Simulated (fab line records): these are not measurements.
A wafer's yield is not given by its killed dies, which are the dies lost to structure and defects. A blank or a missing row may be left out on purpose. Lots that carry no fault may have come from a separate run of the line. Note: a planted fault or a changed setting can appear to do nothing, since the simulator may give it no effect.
Which tool is to blame? / flow gf180mcu / 12 lots, 36 wafers sampled, at 6 steps of a route of 602

WHAT THE GAUGES SHOWED, per wafer
GF_POLY_GATE_THK_MEAS_01. Usual: POLY_GATE_CVD_00_THK typically reads 199.3 nm, with standard deviation 2.2.
lot=L279; measured=day 8 21:32; on=film_metro-04; POLY_GATE_CVD_00_THK (nm)=198.3 201.3 198.8; flag=
lot=L280; measured=day 9 03:05; on=film_metro-03; POLY_GATE_CVD_00_THK (nm)=197.6 199.1 198.5; flag=
lot=L281; measured=day 9 14:13; on=film_metro-01; POLY_GATE_CVD_00_THK (nm)=203.0 201.5 202.8; flag=
lot=L282; measured=day 9 19:09; on=film_metro-04; POLY_GATE_CVD_00_THK (nm)=204.0 206.2 204.1; flag=
lot=L283; measured=day 10 03:53; on=film_metro-04; POLY_GATE_CVD_00_THK (nm)=200.8 200.8 200.1; flag=
lot=L286; measured=day 11 02:43; on=film_metro-04; POLY_GATE_CVD_00_THK (nm)=203.0 203.4 202.3; flag=
lot=L287; measured=day 11 11:44; on=film_metro-03; POLY_GATE_CVD_00_THK (nm)=196.8 199.0 196.5; flag=
lot=L289; measured=day 11 22:41; on=film_metro-01; POLY_GATE_CVD_00_THK (nm)=200.4 197.9 199.7; flag=
lot=L292; measured=day 12 22:45; on=film_metro-04; POLY_GATE_CVD_00_THK (nm)=198.0 199.0 198.0; flag=
lot=L298; measured=day 14 11:41; on=film_metro-03; POLY_GATE_CVD_00_THK (nm)=176.0 178.1 178.7; flag=OFF
lot=L299; measured=day 14 18:48; on=film_metro-04; POLY_GATE_CVD_00_THK (nm)=197.9 197.6 199.1; flag=
lot=L300; measured=day 15 03:05; on=film_metro-01; POLY_GATE_CVD_00_THK (nm)=198.4 199.4 200.1; flag=

GF_M2_CD_MEAS_14: target cd 280 nm. Usual: cd_nm 279.6 nm, standard deviation 1.2.
lot=L279; measured=day 19 17:14; on=cd_sem-02; cd_nm (nm)=281.2 281.3 281.8; flag=
lot=L280; measured=day 19 21:25; on=cd_sem-01; cd_nm (nm)=281.3 281.1 281.1; flag=
lot=L281; measured=day 20 23:05; on=cd_sem-01; cd_nm (nm)=280.4 279.6 280.2; flag=
lot=L282; measured=day 20 23:25; on=cd_sem-02; cd_nm (nm)=279.8 278.6 279.8; flag=
lot=L283; measured=day 21 08:46; on=cd_sem-02; cd_nm (nm)=278.7 279.9 280.4; flag=
lot=L286; measured=day 22 14:14; on=cd_sem-01; cd_nm (nm)=280.6 281.5 281.1; flag=
lot=L287; measured=day 23 04:38; on=cd_sem-01; cd_nm (nm)=278.7 278.0 277.8; flag=
lot=L289; measured=day 23 16:07; on=cd_sem-01; cd_nm (nm)=280.0 279.0 279.0; flag=
lot=L292; measured=day 24 19:46; on=cd_sem-02; cd_nm (nm)=279.1 279.6 279.5; flag=
lot=L298; measured=day 26 10:02; on=cd_sem-02; cd_nm (nm)=279.3 279.3 279.8; flag=
lot=L299; measured=day 26 16:41; on=cd_sem-01; cd_nm (nm)=279.8 278.3 279.3; flag=
lot=L300; measured=day 27 00:50; on=cd_sem-02; cd_nm (nm)=281.5 280.4 282.2; flag=

WHICH TOOL RAN EACH LOT (tool, then ch and the chambers of the sampled wafers, then the start)
lot=L279; GF_POLY_GATE_CVD_00=lpcvd-01 ch 0, day 8 20:12; GF_POLY_GATE_ETCH_13=rie_si-01 ch 0,1,3, day 9 15:19; GF_V1_ETCH_17=rie_diel-02 ch 0,1, day 18 16:17 or earlier; GF_V1_SPUTTER_22=pvd_sputter-02, day 18 16:17
lot=L280; GF_POLY_GATE_CVD_00=lpcvd-01 ch 0, day 9 01:45; GF_POLY_GATE_ETCH_13=rie_si-02 ch 0,1,3, day 9 20:29; GF_V1_ETCH_17=rie_diel-01 ch 0,1,3, day 18 20:27 or earlier; GF_V1_SPUTTER_22=pvd_sputter-02, day 18 20:27
lot=L281; GF_POLY_GATE_CVD_00=lpcvd-02 ch 0, day 9 12:52; GF_POLY_GATE_ETCH_13=rie_si-01 ch 1,2, day 10 08:02; GF_V1_ETCH_17=rie_diel-02 ch 0,2,3, day 19 22:00 or earlier; GF_V1_SPUTTER_22=pvd_sputter-04, day 19 22:00
lot=L282; GF_POLY_GATE_CVD_00=lpcvd-01 ch 1, day 9 17:49; GF_POLY_GATE_ETCH_13=rie_si-01 ch 1,2, day 10 13:59; GF_V1_ETCH_17=rie_diel-04 ch 1,3, day 19 22:16 or earlier; GF_V1_SPUTTER_22=pvd_sputter-01, day 19 22:16
lot=L283; GF_POLY_GATE_CVD_00=lpcvd-02 ch 1, day 10 02:34; GF_POLY_GATE_ETCH_13=rie_si-02 ch 0,1,2, day 10 22:16; GF_V1_ETCH_17=rie_diel-01 ch 0,3, day 20 07:57 or earlier; GF_V1_SPUTTER_22=pvd_sputter-01, day 20 07:57
lot=L286; GF_POLY_GATE_CVD_00=lpcvd-02 ch 0, day 11 01:22; GF_POLY_GATE_ETCH_13=rie_si-01 ch 2,3, day 11 21:59; GF_V1_ETCH_17=rie_diel-04 ch 0,1,3, day 21 12:48 or earlier; GF_V1_SPUTTER_22=pvd_sputter-04, day 21 12:48
lot=L287; GF_POLY_GATE_CVD_00=lpcvd-02 ch 0, day 11 10:24; GF_POLY_GATE_ETCH_13=rie_si-02 ch 0,1, day 12 07:14; GF_V1_ETCH_17=rie_diel-01 ch 0,1,2, day 22 05:13 or earlier; GF_V1_SPUTTER_22=pvd_sputter-04, day 22 05:13
lot=L289; GF_POLY_GATE_CVD_00=lpcvd-02 ch 0, day 11 21:21; GF_POLY_GATE_ETCH_13=rie_si-02 ch 0,1,2, day 12 17:52; GF_V1_ETCH_17=rie_diel-02 ch 0,1,3, day 22 16:19 or earlier; GF_V1_SPUTTER_22=pvd_sputter-01, day 22 16:19
lot=L292; GF_POLY_GATE_CVD_00=lpcvd-02 ch 1, day 12 21:25; GF_POLY_GATE_ETCH_13=rie_si-01 ch 1,2, day 13 18:50; GF_V1_ETCH_17=rie_diel-02 ch 0,1,3, day 23 20:37 or earlier; GF_V1_SPUTTER_22=pvd_sputter-01, day 23 20:37
lot=L298; GF_POLY_GATE_CVD_00=lpcvd-02 ch 1, day 14 10:21; GF_POLY_GATE_ETCH_13=rie_si-02 ch 1,2,3, day 15 09:25; GF_V1_ETCH_17=rie_diel-01 ch 0,2,3, day 25 12:28 or earlier; GF_V1_SPUTTER_22=pvd_sputter-01, day 25 12:28
lot=L299; GF_POLY_GATE_CVD_00=lpcvd-01 ch 0, day 14 17:28; GF_POLY_GATE_ETCH_13=rie_si-02 ch 0,2,3, day 15 15:58; GF_V1_ETCH_17=rie_diel-04 ch 1,2, day 25 18:59 or earlier; GF_V1_SPUTTER_22=pvd_sputter-04, day 25 18:59
lot=L300; GF_POLY_GATE_CVD_00=lpcvd-01 ch 1, day 15 01:44; GF_POLY_GATE_ETCH_13=rie_si-01 ch 1,2, day 16 01:22; GF_V1_ETCH_17=rie_diel-04 ch 0,1,2, day 26 02:58 or earlier; GF_V1_SPUTTER_22=pvd_sputter-01, day 26 02:58
- GF_POLY_GATE_CVD_00: deposits poly-Si, target thk 200 nm, time 1200 s.
- GF_POLY_GATE_ETCH_13: etches poly-Si in HBr/Cl2, stops on SiO2, target depth 198.5 nm, time 69.6 s.
- GF_V1_ETCH_17: etches SiO2 in C4F8/O2/Ar, stops on TiN, target depth 630 nm.
- GF_V1_SPUTTER_22: material TiN, target thk 10 nm, time 40 s.

AS READ BY THE TOOLS THEMSELVES (means over the sampled wafers that have a number; for cases with no such wafer, the mark the record gives instead)
GF_POLY_GATE_CVD_00. Usual: pressure_mtorr 200.0 mTorr, standard deviation 0.32.
lot=L279; tool=lpcvd-01; pressure_mtorr (mTorr)=199.7; flag=
lot=L280; tool=lpcvd-01; pressure_mtorr (mTorr)=199.6; flag=
lot=L281; tool=lpcvd-02; pressure_mtorr (mTorr)=199.8; flag=
lot=L282; tool=lpcvd-01; pressure_mtorr (mTorr)=200.1; flag=
lot=L283; tool=lpcvd-02; pressure_mtorr (mTorr)=199.9; flag=
lot=L286; tool=lpcvd-02; pressure_mtorr (mTorr)=199.8; flag=
lot=L287; tool=lpcvd-02; pressure_mtorr (mTorr)=199.9; flag=
lot=L289; tool=lpcvd-02; pressure_mtorr (mTorr)=200.1; flag=
lot=L292; tool=lpcvd-02; pressure_mtorr (mTorr)=200.2; flag=
lot=L298; tool=lpcvd-02; pressure_mtorr (mTorr)=160.2; flag=OFF
lot=L299; tool=lpcvd-01; pressure_mtorr (mTorr)=199.8; flag=
lot=L300; tool=lpcvd-01; pressure_mtorr (mTorr)=200.2; flag=

GF_POLY_GATE_ETCH_13. Usual: drypump_motor_current_A 5.7 A, standard deviation 0.3; oes_product_au 0.987 a.u., standard deviation 0.0072; throttle_valve_pct 33.684 %, standard deviation 0.0091.
lot=L279; tool=rie_si-01; drypump_motor_current_A (A)=5.7; oes_product_au (a.u.)=0.983; throttle_valve_pct (%)=33.670; flag=
lot=L280; tool=rie_si-02; drypump_motor_current_A (A)=5.8; oes_product_au (a.u.)=0.989; throttle_valve_pct (%)=33.687; flag=
lot=L281; tool=rie_si-01; drypump_motor_current_A (A)=5.9; oes_product_au (a.u.)=0.985; throttle_valve_pct (%)=33.687; flag=
lot=L282; tool=rie_si-01; drypump_motor_current_A (A)=5.9; oes_product_au (a.u.)=0.988; throttle_valve_pct (%)=33.688; flag=
lot=L283; tool=rie_si-02; drypump_motor_current_A (A)=5.7; oes_product_au (a.u.)=0.993; throttle_valve_pct (%)=33.677; flag=
lot=L286; tool=rie_si-01; drypump_motor_current_A (A)=6.0; oes_product_au (a.u.)=0.990; throttle_valve_pct (%)=33.675; flag=
lot=L287; tool=rie_si-02; drypump_motor_current_A (A)=5.9; oes_product_au (a.u.)=0.989; throttle_valve_pct (%)=33.681; flag=
lot=L289; tool=rie_si-02; drypump_motor_current_A (A)=5.8; oes_product_au (a.u.)=0.992; throttle_valve_pct (%)=33.685; flag=
lot=L292; tool=rie_si-01; drypump_motor_current_A (A)=5.9; oes_product_au (a.u.)=0.986; throttle_valve_pct (%)=33.674; flag=
lot=L298; tool=rie_si-02; drypump_motor_current_A (A)=5.6; oes_product_au (a.u.)=0.921; throttle_valve_pct (%)=33.684; flag=OFF
lot=L299; tool=rie_si-02; drypump_motor_current_A (A)=5.7; oes_product_au (a.u.)=0.992; throttle_valve_pct (%)=33.681; flag=
lot=L300; tool=rie_si-01; drypump_motor_current_A (A)=5.9; oes_product_au (a.u.)=0.985; throttle_valve_pct (%)=33.680; flag=

GF_V1_ETCH_17. Usual: oes_product_au 0.857 a.u., standard deviation 0.0046.
lot=L279; tool=rie_diel-02; oes_product_au (a.u.)=0.857; flag=
lot=L280; tool=rie_diel-01; oes_product_au (a.u.)=0.859; flag=
lot=L281; tool=rie_diel-02; oes_product_au (a.u.)=0.860; flag=
lot=L282; tool=rie_diel-04; oes_product_au (a.u.)=0.859; flag=
lot=L283; tool=rie_diel-01; oes_product_au (a.u.)=0.859; flag=
lot=L286; tool=rie_diel-04; oes_product_au (a.u.)=0.858; flag=
lot=L287; tool=rie_diel-01; oes_product_au (a.u.)=0.860; flag=
lot=L289; tool=rie_diel-02; oes_product_au (a.u.)=0.859; flag=
lot=L292; tool=rie_diel-02; oes_product_au (a.u.)=0.855; flag=
lot=L298; tool=rie_diel-01; oes_product_au (a.u.)=0.855; flag=
lot=L299; tool=rie_diel-04; oes_product_au (a.u.)=0.855; flag=
lot=L300; tool=rie_diel-04; oes_product_au (a.u.)=0.853; flag=

GF_V1_SPUTTER_22. Usual: throttle_valve_pct 30.2 %, standard deviation 1.2.
lot=L279; tool=pvd_sputter-02; throttle_valve_pct (%)=30.0; flag=
lot=L280; tool=pvd_sputter-02; throttle_valve_pct (%)=31.2; flag=
lot=L281; tool=pvd_sputter-04; throttle_valve_pct (%)=30.4; flag=
lot=L282; tool=pvd_sputter-01; throttle_valve_pct (%)=30.2; flag=
lot=L283; tool=pvd_sputter-01; throttle_valve_pct (%)=30.1; flag=
lot=L286; tool=pvd_sputter-04; throttle_valve_pct (%)=28.8; flag=
lot=L287; tool=pvd_sputter-04; throttle_valve_pct (%)=29.9; flag=
lot=L289; tool=pvd_sputter-01; throttle_valve_pct (%)=30.2; flag=
lot=L292; tool=pvd_sputter-01; throttle_valve_pct (%)=30.1; flag=
lot=L298; tool=pvd_sputter-01; throttle_valve_pct (%)=29.7; flag=
lot=L299; tool=pvd_sputter-04; throttle_valve_pct (%)=30.3; flag=
lot=L300; tool=pvd_sputter-01; throttle_valve_pct (%)=30.4; flag=

THE ANSWER, worked out from the rows above alone
Rule: take the mean of a lot's wafers that have a number; if it is more than 3 standard deviations from the usual mean, the lot is off. Also off: a lot with no number at a reading for which 4 or more lots have one. Any other lot the step has rows for is counted as sound. First the gauges in route order, then the tools' own readings, where a lot's mean is used as printed above. At the first step where some lot is off, the reading lying furthest off is the one used; lots without a number count as furthest.
Off: L298, at GF_POLY_GATE_THK_MEAS_01 (POLY_GATE_CVD_00_THK).
If a tool, at a process step before that reading, ran all the lots that are off and no sound lot after the first of them, it fits. Not tried: the gauges at GF_POLY_GATE_THK_MEAS_01; whatever is off there is also off at GF_POLY_GATE_CVD_00, on other tools, and gauge error can't account for it. One candidate fits, namely lpcvd-02 at GF_POLY_GATE_CVD_00. A fault onset in the window from L292 (day 12 21:25, its last sound lot) to L298 (day 14 10:21, its first lot off) fits.
The tool's own readings at GF_POLY_GATE_CVD_00 bear it out: on the lots that are off they differ by more than 5 times the standard deviation of the sound lots' means. pressure_mtorr reads 160.2 mTorr there against 199.9 mTorr on the sound lots.

WHAT THE SIMULATOR PUT IN
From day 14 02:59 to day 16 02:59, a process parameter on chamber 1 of lpcvd-02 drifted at GF_POLY_GATE_CVD_00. Setting pressure_mtorr shifted by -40 from 200. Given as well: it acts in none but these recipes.
Lots struck among those shown: L298. The rule above found the same.
